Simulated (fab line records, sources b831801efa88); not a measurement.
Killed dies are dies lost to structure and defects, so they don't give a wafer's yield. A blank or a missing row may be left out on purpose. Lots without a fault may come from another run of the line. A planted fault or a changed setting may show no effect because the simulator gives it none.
Problem report in the 8D (eight disciplines) form, filled by code | flow gf180mcu | the parts of the form that need people (team, actions taken, sign-off) are left out

1. THE PROBLEM
wafer_temp_C_max at GF_SALICIDE_RTA_08 reads a mean of 963.0 on 6 wafers of 2 lots; wafers without a fault read 803.3 with a standard deviation of 0.91. That is +99 or more standard deviations from the usual mean.
The step: time 30 s.
First seen on wafer L280.3, day 21 10:19, on rtp_anneal-01. The record holds 42 wafers of 14 lots with a number at this step. Rule for "out", or "out of limits": more than 4 standard deviations from the usual mean. The other wafers with a number count as sound.

2. WHAT IT IS AND WHAT IT IS NOT
question                    | is                               | is not
which readings at this step | wafer_temp_C_max, lamp_power_pct | -
which lots                  | L280, L281                       | L264, L265, L266, L267, L269, L270, L271, L272, L273, L274, L284, L285
which wafers of those lots  | all that have a number           | -
read on which tools         | rtp_anneal-01                    | rtp_anneal-02
when                        | from day 21 10:19                | up to then (30 sound wafers); but 6 sound wafers of L284, L285 came after

3. SUSPECTS, AND WHAT RULES EACH OUT
Counting: a tool at a process step up to the reading stays a suspect if it ran every lot that is out and no sound lot after the first of them.
- rtp_anneal-02 at GF_SALICIDE_RTA_06 (time 30 s): kept. It ran every lot that is out, first L280 (day 21 10:07), and no sound lot after that; its last sound lot up to then is L273 (day 18 21:05).
- rtp_anneal-01 at GF_SALICIDE_RTA_08 (time 30 s): kept. It ran every lot that is out, first L280 (day 21 10:19), and no sound lot after that; its last sound lot up to then is L270 (day 17 20:02). Its own readings are out on those wafers: lamp_power_pct, wafer_temp_C_max.
Left after counting: rtp_anneal-02 at GF_SALICIDE_RTA_06, rtp_anneal-01 at GF_SALICIDE_RTA_08.

4. THE CAUSE (what the simulator had put in)
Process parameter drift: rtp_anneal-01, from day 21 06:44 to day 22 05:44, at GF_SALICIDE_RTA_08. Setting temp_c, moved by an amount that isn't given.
Counting left 2 suspects, and this tool is among them.

5. THE CHAIN OF EFFECTS, in route order
Each row: a reading whose mean over the struck wafers that have a number lies more than 3 standard deviations from the usual. Only readings for which the record gives a usual standard deviation are gone through. hours: the time from each lot's start at the first step in this table that gives one to its start at this step, as a median over the lots. sigmas: the change in usual standard deviations.
hours | step               | reading          | usual  | on struck wafers | change | sigmas
0     | GF_SALICIDE_RTA_08 | lamp_power_pct   | 16.6 % | 24.6             | +8.0   | +6.2
0     | GF_SALICIDE_RTA_08 | wafer_temp_C_max | 803.3  | 963.0            | +159.7 | +99 or more
The process steps in it:
- GF_SALICIDE_RTA_08: time 30 s.
Later measuring or inspecting steps at which every struck wafer that the step has a row for has a number for every such reading, and none has moved that far: GF_CONTACT_THK_MEAS_03.

6. WHAT WOULD HAVE CAUGHT IT SOONER
In this record the first reading out of limits was taken at day 21 10:19, 4 hours after the fault began at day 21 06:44.
